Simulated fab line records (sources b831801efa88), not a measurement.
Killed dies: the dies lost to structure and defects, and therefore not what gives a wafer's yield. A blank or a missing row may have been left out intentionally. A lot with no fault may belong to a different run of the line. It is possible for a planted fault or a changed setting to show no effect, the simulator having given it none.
Which tool was responsible? | flow gf180mcu | 72 wafers from 24 lots sampled at 5 of the route's 602 steps

== WHAT THE GAUGES READ, wafer by wafer ==
GF_CONTACT_OVL_MEAS_15. Usual: CONTACT_OVL 2 nm, standard deviation 4.7.
lot  | measured     | on         | CONTACT_OVL (nm) | flag
L074 | day 16 02:07 | overlay-02 | 2 0 1            |
L075 | day 16 05:46 | overlay-02 | 7 7 5            |
L076 | day 16 16:31 | overlay-02 | -2 -5 -1         |
L077 | day 16 23:31 | overlay-02 | -4 -1 0          |
L078 | day 17 11:52 | overlay-02 | 0 -1 1           |
L079 | day 18 03:31 | overlay-01 | 4 7 1            |
L080 | day 18 10:23 | overlay-02 | -1 -2 -5         |
L081 | day 18 22:23 | overlay-01 | 0 1 3            |
L082 | day 19 03:02 | overlay-01 | 3 0 3            |
L083 | day 19 10:11 | overlay-02 | 2 2 -3           |
L084 | day 20 00:55 | overlay-01 | 0 2 -3           |
L085 | day 20 17:22 | overlay-02 | 1 0 1            |
L086 | day 21 05:59 | overlay-02 | 4 2 -3           |
L087 | day 21 09:46 | overlay-02 | 3 10 6           |
L088 | day 21 13:26 | overlay-02 | 10 9 11          |
L089 | day 21 23:52 | overlay-02 | 8 11 8           |
L090 | day 22 03:58 | overlay-02 | -7 -2 -1         |
L091 | day 22 15:43 | overlay-02 | 5 5 2            |
L092 | day 22 20:25 | overlay-01 | -1 -1 6          |
L093 | day 22 20:49 | overlay-02 | 4 4 3            |
L094 | day 23 06:16 | overlay-02 | -1 2 2           |
L095 | day 23 10:32 | overlay-02 | 5 7 -6           |
L096 | day 23 21:02 | overlay-02 | 9 9 2            |
L097 | day 24 02:37 | overlay-02 | -3 -2 -3         |

GF_V1_CD_MEAS_14: target cd 260 nm. Usual: cd-nm 260.3 nm, standard deviation 1.
lot  | measured     | on        | cd-nm (nm)        | flag
L074 | day 18 02:01 | cd-sem-01 | 259.9 258.0 259.8 |
L075 | day 18 06:16 | cd-sem-02 | 260.5 260.3 259.8 |
L076 | day 18 17:50 | cd-sem-02 | 260.7 260.7 260.1 |
L077 | day 19 00:47 | cd-sem-02 | 260.5 259.9 260.7 |
L078 | day 19 13:34 | cd-sem-02 | 262.1 261.5 262.2 |
L079 | day 20 05:56 | cd-sem-02 | 261.1 261.5 261.1 |
L080 | day 20 13:37 | cd-sem-01 | 261.0 262.0 261.8 |
L081 | day 21 00:52 | cd-sem-02 | 260.0 258.8 258.9 |
L082 | day 21 05:36 | cd-sem-01 | 260.0 260.7 260.6 |
L083 | day 21 13:18 | cd-sem-01 | 260.4 259.2 259.7 |
L084 | day 22 02:33 | cd-sem-01 | 259.8 259.8 258.9 |
L085 | day 22 19:33 | cd-sem-02 | 260.8 260.4 260.9 |
L086 | day 23 07:49 | cd-sem-01 | 259.5 259.3 260.6 |
L087 | day 23 10:50 | cd-sem-02 | 260.9 261.9 261.7 |
L088 | day 23 14:04 | cd-sem-02 | 260.8 260.6 260.3 |
L089 | day 24 00:02 | cd-sem-02 | 261.6 261.1 260.4 |
L090 | day 24 03:42 | cd-sem-01 | 260.5 259.6 259.6 |
L091 | day 24 15:05 | cd-sem-01 | 257.5 259.0 259.3 |
L092 | day 24 19:44 | cd-sem-01 | 261.3 261.4 262.2 |
L093 | day 24 21:20 | cd-sem-02 | 259.4 258.4 259.0 |
L094 | day 25 05:27 | cd-sem-02 | 259.8 261.0 261.1 |
L095 | day 25 09:58 | cd-sem-01 | 260.3 260.1 260.6 |
L096 | day 25 19:17 | cd-sem-02 | 261.5 261.9 261.5 |
L097 | day 26 00:35 | cd-sem-02 | 261.5 260.3 260.3 |

GF_V3_OVL_MEAS_15. Usual: V3_OVL 1 nm, standard deviation 5.1.
lot  | measured     | on         | V3_OVL (nm) | flag
L074 | day 22 07:40 | overlay-01 | 9 2 0       |
L075 | day 22 11:38 | overlay-02 | -4 -4 -2    |
L076 | day 22 23:04 | overlay-01 | -13 -10 -7  |
L077 | day 23 06:32 | overlay-02 | -2 0 3      |
L078 | day 23 16:56 | overlay-02 | 1 3 1       |
L079 | day 24 09:26 | overlay-01 | 2 5 -3      |
L080 | day 24 15:58 | overlay-01 | 1 3 0       |
L081 | day 25 01:29 | overlay-01 | 1 -2 -2     |
L082 | day 25 06:59 | overlay-02 | -4 -2 2     |
L083 | day 25 12:32 | overlay-02 | -1 -3 1     |
L084 | day 26 00:49 | overlay-02 | -2 -1 5     |
L085 | day 26 15:58 | overlay-02 | 4 2 2       |
L086 | day 27 03:26 | overlay-01 | 9 8 12      |
L087 | day 27 07:23 | overlay-01 | -3 -1 3     |
L088 | day 27 09:47 | overlay-02 | -10 -3 0    |
L089 | day 27 19:46 | overlay-02 | 5 3 5       |
L090 | day 27 21:49 | overlay-01 | 2 5 2       |
L091 | day 28 07:44 | overlay-02 | 2 3 7       |
L092 | day 28 12:22 | overlay-01 | 1 3 -3      |
L093 | day 28 14:37 | overlay-01 | -8 -4 -7    |
L094 | day 28 21:25 | overlay-02 | 5 8 10      |
L095 | day 29 01:05 | overlay-02 | 3 3 4       |
L096 | day 29 09:47 | overlay-02 | 6 6 0       |
L097 | day 29 14:04 | overlay-02 | 3 7 6       |

== WHAT TOOL EACH LOT RAN ON (gives the tool, then ch and the chambers of the sampled wafers, and finally the start) ==
lot  | GF_SALICIDE_RTA_06               | GF_CONTACT_ETCH_16
L074 | rtp-anneal-02 ch 0, day 15 03:12 | rie-diel-02 ch 0,2, day 16 02:09
L075 | rtp-anneal-01 ch 0, day 15 07:17 | rie-diel-02 ch 0,1, day 16 05:48
L076 | rtp-anneal-02 ch 0, day 15 17:14 | rie-diel-02 ch 0,1,2, day 16 16:32
L077 | rtp-anneal-02 ch 0, day 16 01:09 | rie-diel-03 ch 0,1,2, day 16 23:32
L078 | rtp-anneal-02 ch 0, day 16 12:10 | rie-diel-03 ch 0,1,3, day 17 11:54
L079 | rtp-anneal-01 ch 0, day 17 03:13 | rie-diel-04 ch 0,3, day 18 03:33
L080 | rtp-anneal-02 ch 0, day 17 09:50 | rie-diel-03 ch 1,2,3, day 18 10:23
L081 | rtp-anneal-01 ch 0, day 17 20:54 | rie-diel-03 ch 2,3, day 18 22:25
L082 | rtp-anneal-02 ch 0, day 18 02:26 | rie-diel-04 ch 1,2, day 19 03:02
L083 | rtp-anneal-01 ch 0, day 18 08:42 | rie-diel-02 ch 1,2,3, day 19 10:11
L084 | rtp-anneal-01 ch 0, day 18 23:50 | rie-diel-03 ch 1,2,3, day 20 00:58
L085 | rtp-anneal-01 ch 0, day 19 16:28 | rie-diel-03 ch 1,3, day 20 17:23
L086 | rtp-anneal-01 ch 0, day 20 04:50 | rie-diel-02 ch 0,1,2, day 21 06:01
L087 | rtp-anneal-01 ch 0, day 20 08:29 | rie-diel-03 ch 0,1,2, day 21 09:47
L088 | rtp-anneal-01 ch 0, day 20 13:03 | rie-diel-02 ch 1,2,3, day 21 13:28
L089 | rtp-anneal-02 ch 0, day 20 23:32 | rie-diel-02 ch 1,2,3, day 21 23:53
L090 | rtp-anneal-01 ch 0, day 21 03:34 | rie-diel-04 ch 1,3, day 22 03:59
L091 | rtp-anneal-02 ch 0, day 21 15:49 | rie-diel-02 ch 2,3, day 22 15:44
L092 | rtp-anneal-01 ch 0, day 21 20:05 | rie-diel-02 ch 0,1,3, day 22 20:26
L093 | rtp-anneal-01 ch 0, day 21 20:59 | rie-diel-03 ch 1,2,3, day 22 20:50
L094 | rtp-anneal-01 ch 0, day 22 05:38 | rie-diel-02 ch 0,2,3, day 23 06:17
L095 | rtp-anneal-01 ch 0, day 22 10:52 | rie-diel-04 ch 0,2, day 23 10:34
L096 | rtp-anneal-01 ch 0, day 22 21:22 | rie-diel-03 ch 1,3, day 23 21:04
L097 | rtp-anneal-01 ch 0, day 23 02:56 | rie-diel-02 ch 0,1,2, day 24 02:38
- GF_SALICIDE_RTA_06: time 30 s.
- GF_CONTACT_ETCH_16: etches BARC in N2/H2.

== AS READ BY THE TOOLS THEMSELVES (means over the sampled wafers that have a number; for cases with no such wafer, the mark the record gives instead) ==
GF_SALICIDE_RTA_06. Usual: lamp-power-pct 5.97 %, standard deviation 0.26; wafer_temp_C_max 532.8, standard deviation 0.96.
lot  | tool          | lamp-power-pct (%) | wafer_temp_C_max | flag
L074 | rtp-anneal-02 | 5.60               | 531.5            |
L075 | rtp-anneal-01 | 6.16               | 533.3            |
L076 | rtp-anneal-02 | 5.60               | 531.9            |
L077 | rtp-anneal-02 | 5.59               | 532.0            |
L078 | rtp-anneal-02 | 5.60               | 531.3            |
L079 | rtp-anneal-01 | 6.16               | 533.3            |
L080 | rtp-anneal-02 | 5.60               | 531.7            |
L081 | rtp-anneal-01 | 6.16               | 533.2            |
L082 | rtp-anneal-02 | 5.60               | 531.7            |
L083 | rtp-anneal-01 | 6.16               | 533.4            |
L084 | rtp-anneal-01 | 6.15               | 533.7            |
L085 | rtp-anneal-01 | 6.16               | 533.5            |
L086 | rtp-anneal-01 | 6.16               | 533.0            |
L087 | rtp-anneal-01 | 6.16               | 534.1            |
L088 | rtp-anneal-01 | 6.16               | 533.3            |
L089 | rtp-anneal-02 | 5.60               | 532.0            |
L090 | rtp-anneal-01 | 6.16               | 533.1            |
L091 | rtp-anneal-02 | 5.60               | 531.4            |
L092 | rtp-anneal-01 | 6.16               | 533.3            |
L093 | rtp-anneal-01 | 6.16               | 533.4            |
L094 | rtp-anneal-01 | 6.17               | 532.8            |
L095 | rtp-anneal-01 | 6.16               | 532.9            |
L096 | rtp-anneal-01 | 6.16               | 533.3            |
L097 | rtp-anneal-01 | 6.16               | 533.3            |

GF_CONTACT_ETCH_16. Usual: drypump-motor-current-A 5.6 A, standard deviation 0.38; oes-product-au 0.854 a.u., standard deviation 0.005; throttle-valve-pct 13.225 %, standard deviation 0.0094.
lot  | tool        | drypump-motor-current-A (A) | oes-product-au (a.u.) | throttle-valve-pct (%) | flag
L074 | rie-diel-02 | 5.7                         | 0.857                 | 13.225                 |
L075 | rie-diel-02 | 5.5                         | 0.847                 | 13.225                 |
L076 | rie-diel-02 | 5.5                         | 0.859                 | 13.223                 |
L077 | rie-diel-03 | 5.3                         | 0.855                 | 13.222                 |
L078 | rie-diel-03 | 5.4                         | 0.856                 | 13.236                 |
L079 | rie-diel-04 | 5.7                         | 0.856                 | 13.220                 |
L080 | rie-diel-03 | 5.5                         | 0.857                 | 13.230                 |
L081 | rie-diel-03 | 5.6                         | 0.854                 | 13.228                 |
L082 | rie-diel-04 | 5.8                         | 0.851                 | 13.222                 |
L083 | rie-diel-02 | 5.7                         | 0.854                 | 13.229                 |
L084 | rie-diel-03 | 5.5                         | 0.855                 | 13.225                 |
L085 | rie-diel-03 | 5.6                         | 0.852                 | 13.222                 |
L086 | rie-diel-02 | 5.5                         | 0.851                 | 13.224                 |
L087 | rie-diel-03 | 5.3                         | 0.851                 | 13.225                 |
L088 | rie-diel-02 | 5.7                         | 0.848                 | 13.226                 |
L089 | rie-diel-02 | 5.7                         | 0.855                 | 13.234                 |
L090 | rie-diel-04 | 5.8                         | 0.854                 | 13.231                 |
L091 | rie-diel-02 | 6.0                         | 0.852                 | 13.226                 |
L092 | rie-diel-02 | 5.8                         | 0.852                 | 13.217                 |
L093 | rie-diel-03 | 5.5                         | 0.852                 | 13.226                 |
L094 | rie-diel-02 | 5.9                         | 0.852                 | 13.230                 |
L095 | rie-diel-04 | 5.9                         | 0.855                 | 13.226                 |
L096 | rie-diel-03 | 5.7                         | 0.854                 | 13.223                 |
L097 | rie-diel-02 | 5.5                         | 0.858                 | 13.233                 |

== THE ANSWER, worked out from the rows above alone ==
Rule: a lot counts as off when the mean over its wafers that have a number is more than 3 standard deviations away from the usual mean. Also off: a lot with no number at a reading for which 4 or more lots have one. All remaining lots with rows at the step are treated as sound. First the gauges in route order, then the tools' own readings, where a lot's mean is used as printed above. The first step at which some lot is off is used, and at that step the reading that is off furthest; a lot without a number counts as furthest.
None of the lots is off at any reading shown; this tells nothing.

== WHAT THE SIMULATOR HAD PUT IN ==
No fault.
